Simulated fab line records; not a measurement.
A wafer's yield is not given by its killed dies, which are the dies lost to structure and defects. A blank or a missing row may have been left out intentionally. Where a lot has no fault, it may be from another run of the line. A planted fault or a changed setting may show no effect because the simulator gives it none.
fab line records ; flow sky130
[record] lots = 5; wafers = 15; lastDay = 50
route steps=708 shown VT_ADJUST_LVTN@100 PAD_OPEN@708
lots that met no fault: taken from a fault-free run of the same line
startH: hours from the record's opening day to when the first of the lot's shown wafers began ; waitH: how many hours have passed since the lot's step before this one ; " same as the row above ; L1.1+2: a single row standing in for several wafers ; - either no value or no given start ; * or withheld: withheld ; < > ~ a bound
route shown NAME@n: a module of which the file shows steps, and the number in the route of the first ; usual: the fault-free wafers' mean and standard deviation ; same: alike in all rows ; chamber/n: place in a boat ; sites: per-site readings ; _std_site: standard deviation across them ; _edge_site: mean of outer sites minus mean of inner sites ; radiusMm: how far each site lies from the wafer's centre ; mask NAME#n: copy n ; behind: the most recent tool/chamber to have shaped the wafer ; hold: why the lot was held/for how many hours/how that ended ; device: the n, p or np transistor that did not switch ; end of line: the route-end tests of the same wafers ; step lacking rows: just its recipe ; killed: count of dies lost to structure and defects at first sort (not the wafer's yield) ; map: dies across one wafer; x = killed, . = not, _ = none there
set.NAME: the run value of the setting; set.NAME@STEP: its run value at that earlier step ; model.NAME: the simulator's own value behind a step, which no gauge read
certain route steps with their lots: each step a table, each wafer a row
services: a tool's chamber out of use, with start hour (startH, from the record's first day; less than 0 if before it), hours out, and reason
[[steps]]
[step SKY_VT_ADJUST_LVTN_SOFTBAKE_03]
[recipe] tempC = 110; timeS = withheld
[step SKY_VT_ADJUST_LVTN_EXPOSE_04]
[recipe] maskId = NWM_COMPLEMENT_LESS_NATIVE; na = 0.6; sourceShape = conventional; sigmaOuter = 0.6; polarization = unpolarized; targetCdNm = 840; doseMj = 194
[step SKY_VT_ADJUST_LVTN_PEB_05]
[recipe] tempC = 115; timeS = withheld
[step SKY_VT_ADJUST_LVTN_DEVELOP_06]
[recipe] wallAngleDeg = 90; developer = TMAH; developTimeS = 60; devTempC = 23
[step SKY_VT_ADJUST_LVTN_OVL_MEAS_07]
[usual] VT_ADJUST_LVTN_OVL = -1.5/1.4
lot.wafer;tool;chamber;startH;waitH;VT_ADJUST_LVTN_OVL[nm]
L663.1;overlay-01;-;140.33;-;-2.0
L663.2;overlay-01;-;140.33;-;-3.1
L663.4;overlay-01;-;140.33;-;-3.1
L672.1;overlay-01;-;207.23;-;0.6
L672.4;overlay-01;-;207.23;-;-1.8
L672.5;overlay-01;-;207.23;-;-0.4
L682.3;overlay-01;-;270.20;-;-0.6
L682.4;overlay-01;-;270.20;-;-1.4
L682.5;overlay-01;-;270.20;-;-2.7
L683.2;overlay-01;-;275.28;-;-1.7
L683.3;overlay-01;-;275.28;-;-1.8
L683.4;overlay-01;-;275.28;-;-1.2
L686.1;overlay-01;-;297.33;-;0.2
L686.2;overlay-01;-;297.33;-;1.3
L686.3;overlay-01;-;297.33;-;0.0
[step SKY_VT_ADJUST_LVTN_IMPLANT_08]
[recipe] species = B; energyKev = 30; doseCm2 = 1.57e+12; tiltDeg = withheld
[step SKY_VT_ADJUST_LVTN_STRIP_09]
[recipe] chemistry = O2/N2; powerW = 1400; pressureMtorr = 1500; platenTempC = withheld; o2FlowSccm = 3000; n2FlowSccm = 300; overashFraction = 0.5
[usual] drypumpMotorCurrentA = 5.69/0.21; oesProductAu = 0.722/0.0052; stripTimeToEndpointS = 36.93/0.12
lot.wafer;tool;chamber;startH;waitH;drypumpMotorCurrentA;oesProductAu;rfHoursCounterH;stripTimeToEndpointS
L663.1;plasmaAsher-03;0;140.51;0.1;5.38;0.725;45;36.90
L663.2;plasmaAsher-03;1;140.51;0.1;5.86;0.731;45;36.91
L663.4;plasmaAsher-03;1;140.51;0.1;5.86;0.721;-;36.94
L672.1;plasmaAsher-04;1;207.42;0.1;5.30;0.727;8;36.87
L672.4;plasmaAsher-04;1;207.42;0.1;5.34;0.725;-;36.86
L672.5;plasmaAsher-04;0;207.42;0.1;5.70;0.722;-;36.87
L682.3;plasmaAsher-02;1;270.40;0.1;5.72;0.727;-;37.11
L682.4;plasmaAsher-02;0;270.40;0.1;5.89;0.727;-;36.99
L682.5;plasmaAsher-02;1;270.40;0.1;5.74;0.719;-;36.97
L683.2;plasmaAsher-04;0;275.46;0.1;5.69;0.732;15;36.79
L683.3;plasmaAsher-04;0;275.46;0.1;5.70;0.727;-;36.80
L683.4;plasmaAsher-04;1;275.46;0.1;5.30;0.725;-;36.84
L686.1;plasmaAsher-02;0;297.52;0.1;5.90;0.719;58;37.11
L686.2;plasmaAsher-02;1;297.52;0.1;5.73;0.728;58;37.22
L686.3;plasmaAsher-02;0;297.52;0.1;5.90;0.721;-;37.19
[step SKY_VT_ADJUST_LVTN_TW_MEAS_10]
[usual] VT_ADJUST_LVTN_TW = 242.2/1.6
lot.wafer;tool;chamber;startH;waitH;VT_ADJUST_LVTN_TW
L663.1;filmMetro-04;-;140.61;0.1;242.5
L663.2;filmMetro-04;-;140.61;0.1;242.1
L663.4;filmMetro-04;-;140.61;0.1;243.0
L672.1;filmMetro-04;-;207.52;0.1;244.0
L672.4;filmMetro-04;-;207.52;0.1;244.5
L672.5;filmMetro-04;-;207.52;0.1;243.8
L682.3;filmMetro-04;-;270.49;0.1;242.2
L682.4;filmMetro-04;-;270.49;0.1;242.8
L682.5;filmMetro-04;-;270.49;0.1;243.8
L683.2;filmMetro-04;-;275.57;0.1;243.9
L683.3;filmMetro-04;-;275.57;0.1;243.5
L683.4;filmMetro-04;-;275.57;0.1;244.6
L686.1;filmMetro-04;-;297.62;0.1;242.8
L686.2;filmMetro-04;-;297.62;0.1;243.1
L686.3;filmMetro-04;-;297.62;0.1;243.3
[step SKY_VT_ADJUST_LVTN_DEHYDRATE_11]
[recipe] tempC = 200; timeS = 60
[step SKY_VT_ADJUST_LVTN_HMDS_12]
[recipe] primeTimeS = 60; primeTempC = 120
[step SKY_VT_ADJUST_LVTN_COAT_13]
[recipe] resist = NOVOLAK; spinRpm = 3000; resistThkNm = 1140
[step SKY_VT_ADJUST_LVTN_SOFTBAKE_14]
[recipe] tempC = 90; timeS = 60; resist = NOVOLAK
[step SKY_VT_ADJUST_LVTN_EXPOSE_15]
[recipe] maskId = HVN_STD_DERIVED; na = 0.6; sourceShape = conventional; sigmaOuter = 0.6; polarization = unpolarized; targetCdNm = 600; doseMj = 163
[usual] focusOffsetNm = 0.0/0.54
lot.wafer;tool;chamber;startH;waitH;mask;focusOffsetNm
L663.1;ilineStepper-02;0;151.19;-;HVN_STD_DERIVED#0;-0.3
L663.2;ilineStepper-02;0;151.19;-;HVN_STD_DERIVED#0;-0.3
L663.4;ilineStepper-02;0;151.19;-;HVN_STD_DERIVED#0;-0.3
L672.1;ilineStepper-01;0;218.55;-;HVTPM#0;-0.5
L672.4;ilineStepper-01;0;218.55;-;HVTPM#0;-0.3
L672.5;ilineStepper-01;0;218.55;-;HVTPM#0;-0.6
L682.3;ilineStepper-01;0;283.20;-;HVN_STD_DERIVED#0;-0.3
L682.4;ilineStepper-01;0;283.20;-;HVN_STD_DERIVED#0;0.1
L682.5;ilineStepper-01;0;283.20;-;HVN_STD_DERIVED#0;0.3
L683.2;ilineStepper-02;0;288.13;-;HVN_STD_DERIVED#0;0.1
L683.3;ilineStepper-02;0;288.13;-;HVN_STD_DERIVED#0;-0.5
L683.4;ilineStepper-02;0;288.13;-;HVN_STD_DERIVED#0;0.2
L686.1;ilineStepper-01;0;310.36;-;HVN_STD_DERIVED#0;0.6
L686.2;ilineStepper-01;0;310.36;-;HVN_STD_DERIVED#0;0.2
L686.3;ilineStepper-01;0;310.36;-;HVN_STD_DERIVED#0;0.0
[step SKY_VT_ADJUST_LVTN_PEB_16]
[recipe] tempC = withheld; timeS = *; resist = NOVOLAK
[step SKY_VT_ADJUST_LVTN_DEVELOP_17]
[recipe] resist = NOVOLAK; developer = TMAH; developTimeS = 60; devTempC = 23
[step SKY_VT_ADJUST_LVTN_OVL_MEAS_18]
[usual] VT_ADJUST_LVTN_01_OVL = -0.4/1.2
lot.wafer;tool;chamber;startH;waitH;VT_ADJUST_LVTN_01_OVL[nm]
L663.1;overlay-01;-;160.43;0.1;0.8
L663.2;overlay-01;-;160.43;0.1;-0.5
L663.4;overlay-01;-;160.43;0.1;-1.4
L672.1;overlay-01;-;229.68;0.1;-
L672.4;overlay-01;-;229.68;0.1;-
L672.5;overlay-01;-;229.68;0.1;-
L682.3;overlay-01;-;297.00;0.1;0.7
L682.4;overlay-01;-;297.00;0.1;0.3
L682.5;overlay-01;-;297.00;0.1;1.2
L683.2;overlay-02;-;301.54;0.1;-1.2
L683.3;overlay-02;-;301.54;0.1;-1.3
L683.4;overlay-02;-;301.54;0.1;-1.4
L686.1;overlay-01;-;323.83;0.1;-1.1
L686.2;overlay-01;-;323.83;0.1;-0.5
L686.3;overlay-01;-;323.83;0.1;-0.3
[step SKY_VT_ADJUST_LVTN_IMPLANT_19]
[recipe] species = B; energyKev = 30; doseCm2 = 6.5e+11; tiltDeg = withheld
[step SKY_VT_ADJUST_LVTN_STRIP_20]
[recipe] chemistry = O2/N2; powerW = 1400; pressureMtorr = 1500; platenTempC = withheld; o2FlowSccm = 3000; n2FlowSccm = 300; overashFraction = 0.5
[usual] drypumpMotorCurrentA = 5.65/0.22; oesProductAu = 0.716/0.0043; stripTimeToEndpointS = 14.18/0.039
lot.wafer;tool;chamber;startH;waitH;drypumpMotorCurrentA;oesProductAu;rfHoursCounterH;stripTimeToEndpointS
L663.1;plasmaAsher-02;0;160.61;0.1;5.89;0.718;43;14.11
L663.2;plasmaAsher-02;1;160.61;0.1;5.74;0.716;43;14.12
L663.4;plasmaAsher-02;0;160.61;0.1;5.91;0.718;-;14.14
L672.1;plasmaAsher-03;1;229.87;0.1;5.84;0.714;53;14.24
L672.4;plasmaAsher-03;1;229.87;0.1;5.86;0.716;-;14.20
L672.5;plasmaAsher-03;1;229.87;0.1;5.87;0.719;-;14.26
L682.3;plasmaAsher-04;1;297.20;0.1;5.32;0.709;-;14.18
L682.4;plasmaAsher-04;0;297.20;0.1;5.73;0.708;-;14.18
L682.5;plasmaAsher-04;0;297.20;0.1;5.71;0.716;-;14.19
L683.2;plasmaAsher-02;0;301.72;0.1;5.89;0.717;59;14.23
L683.3;plasmaAsher-02;1;301.72;0.1;5.73;0.719;-;14.21
L683.4;plasmaAsher-02;0;301.72;0.1;5.90;0.719;-;14.19
L686.1;plasmaAsher-02;0;324.02;0.1;5.92;0.719;61;14.16
L686.2;plasmaAsher-02;1;324.02;0.1;5.73;0.715;61;14.13
L686.3;plasmaAsher-02;1;324.02;0.1;5.73;0.716;-;14.11
[step SKY_VT_ADJUST_LVTN_TW_MEAS_21]
[usual] VT_ADJUST_LVTN_2_TW = 188.5/1.4
lot.wafer;tool;chamber;startH;waitH;hold;VT_ADJUST_LVTN_2_TW
L663.1;filmMetro-01;-;160.71;0.1;-;188.8
L663.2;filmMetro-01;-;160.71;0.1;-;188.6
L663.4;filmMetro-01;-;160.71;0.1;-;189.7
L672.1;filmMetro-01;-;229.97;0.1;awaitDispo/0.2h/release;30.2
L672.4;filmMetro-01;-;229.97;0.1;awaitDispo/0.2h/release;30.3
L672.5;filmMetro-01;-;229.97;0.1;awaitDispo/0.2h/release;30.2
L672.1;filmMetro-01;-;230.20;0.2;-;30.1
L672.4;filmMetro-01;-;230.20;0.2;-;30.2
L672.5;filmMetro-01;-;230.20;0.2;-;30.1
L682.3;filmMetro-03;-;297.29;0.1;-;188.0
L682.4;filmMetro-03;-;297.29;0.1;-;187.5
L682.5;filmMetro-03;-;297.29;0.1;-;187.5
L683.2;filmMetro-01;-;301.83;0.1;-;190.5
L683.3;filmMetro-01;-;301.83;0.1;-;189.8
L683.4;filmMetro-01;-;301.83;0.1;-;189.9
L686.1;filmMetro-03;-;324.12;0.1;-;186.1
L686.2;filmMetro-03;-;324.12;0.1;-;186.3
L686.3;filmMetro-03;-;324.12;0.1;-;186.3
[step SKY_PAD_OPEN_PROBE_99]
[usual] defectLimitedYield = 82.6/2; killed_at_M0_to_M3 = 42/6.2; killed_at_M4_up = 3.0/1.8; killedAtContacts = 25/5.9; killedAtFrontEnd = 15/4.5; killedAtOther = 0.2/0.45; killedDies = 85/9.9; killedOpen = 47/6.7; killedShort = 39/6.4; sort_bin_3_pad_short = 0.9/0.41; sort_bin_5_function = 10.2/1.4; sort_bin_6_memory = 6.3/1.1; sortNPass = 407/9.9; sortYieldPct = 82.6/2
[same] grossDies = 492; killedAtBackSide = 0; sort_bin_4_leakage[%] = 0; sort_bin_8_speed[%] = 0
lot.wafer;tool;chamber;startH;waitH;defectLimitedYield[%];killed_at_M0_to_M3;killed_at_M4_up;killedAtContacts;killedAtFrontEnd;killedAtOther;killedDies;killedOpen;killedShort;sort_bin_3_pad_short[%];sort_bin_5_function[%];sort_bin_6_memory[%];sortNPass;sortYieldPct[%]
L663.1;prober-01;-;1085.99;0.1;81.3;51;7;30;4;0;92;48;44;1.2;10.6;6.9;400;81.3
L663.2;prober-01;-;1086.04;0.1;81.9;39;0;44;6;0;89;49;40;1.0;10.4;6.7;403;81.9
L663.4;prober-01;-;1086.14;0.2;84.6;37;5;22;11;1;76;42;34;0.6;8.1;6.7;416;84.6
L683.2;prober-01;-;1192.34;0.1;82.1;43;2;26;17;0;88;51;37;1.2;9.8;6.9;404;82.1
L683.3;prober-01;-;1192.39;0.2;83.7;36;3;18;22;1;80;47;33;0.8;10.0;5.5;412;83.7
L683.4;prober-01;-;1192.44;0.2;84.1;33;0;19;26;0;78;44;34;0.2;9.6;6.1;414;84.1
// killed by level:class
L663.1 VIA1:geometricParticle:open=18 CONTACT:geometricParticle:open=11 LOCAL_INTERCONNECT:geometricParticle:short=8 METAL1:geometricParticle:short=7 VIA1:geometricParticle:short=6 LI_CONTACT:geometricParticle:open=5 METAL2:geometricParticle:short=5 METAL4:geometricParticle:short=4
L663.2 CONTACT:geometricParticle:open=19 LOCAL_INTERCONNECT:geometricParticle:short=9 VIA3:geometricParticle:open=8 VIA1:geometricParticle:open=7 LI_CONTACT:geometricParticle:short=6 METAL1:geometricParticle:short=6 LI_CONTACT:geometricParticle:open=5 CONTACT:geometricParticle:short=4
L663.4 VIA1:geometricParticle:open=14 CONTACT:geometricParticle:open=10 VIA2:geometricParticle:open=6 METAL1:geometricParticle:short=5 POLY_GATE:geometricParticle:short=5 LOCAL_INTERCONNECT:geometricParticle:short=5 VIA1:geometricParticle:short=4 METAL4:geometricParticle:short=4
L683.2 CONTACT:geometricParticle:open=11 VIA3:geometricParticle:open=11 VIA1:geometricParticle:open=9 LI_CONTACT:geometricParticle:open=7 VIA1:geometricParticle:short=6 FIELD_ISO:geometricParticle:short=5 POLY_GATE:geometricParticle:open=5 VIA2:geometricParticle:open=5
L683.3 VIA1:geometricParticle:open=10 CONTACT:geometricParticle:open=8 POLY_GATE:geometricParticle:short=7 VIA2:geometricParticle:open=6 VIA3:geometricParticle:open=6 LI_CONTACT:geometricParticle:open=5 VIA1:geometricParticle:short=5 FIELD_ISO:geometricParticle:short=4
L683.4 LI_CONTACT:geometricParticle:open=8 VIA3:geometricParticle:open=7 SPACER:geometricParticle:short=6 CONTACT:geometricParticle:open=6 VIA1:geometricParticle:open=6 FIELD_ISO:geometricParticle:short=5 SPACER:geometricParticle:open=5 POLY_GATE:geometricParticle:open=4
[[services]]
tool;chamber;startH;hours;kind
plasmaAsher-04;0;117.75;-;clean
plasmaAsher-04;1;117.75;-;clean
ilineStepper-01;-;119.02;5.6;repair
ilineStepper-02;-;132.04;-;consumableReplace:lamp
plasmaAsher-04;-;184.22;1.3;repair
plasmaAsher-04;-;207.64;2.8;pm
ilineStepper-02;-;212.69;1.7;pm
plasmaAsher-03;-;214.92;2.8;pm
ilineStepper-02;-;225.04;16.5;repair
ilineStepper-01;-;241.52;1.7;pm
plasmaAsher-03;-;244.61;1.2;repair
plasmaAsher-04;-;260.87;4.3;pm
plasmaAsher-03;-;276.84;5.9;pm
[[key]]
[firstSign] step = SKY_VT_ADJUST_LVTN_EXPOSE_15; reading = mask; direction = changed
[effect] step = SKY_VT_ADJUST_LVTN_OVL_MEAS_18; reading = VT_ADJUST_LVTN_01_OVL; direction = missing
[effect] step = SKY_VT_ADJUST_LVTN_TW_MEAS_21; reading = visit; direction = added
[effect] step = SKY_VT_ADJUST_LVTN_TW_MEAS_21; reading = VT_ADJUST_LVTN_2_TW; direction = down; sigmas = 99+; usual = 188.5; struck = 30.2
metAt SKY_VT_ADJUST_LVTN_EXPOSE_15
struckWafers L672.1,L672.4,L672.5
scrappedBehind SKY_VT_ADJUST_LVTN_TW_MEAS_21 L672.1,L672.4,L672.5
[fault] kind = wrongMask; tool = any; chamber = -; onsetH = 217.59; steps = SKY_VT_ADJUST_LVTN_EXPOSE_15; auxCopy = HVTPM#0; scope = struckLotsOnly
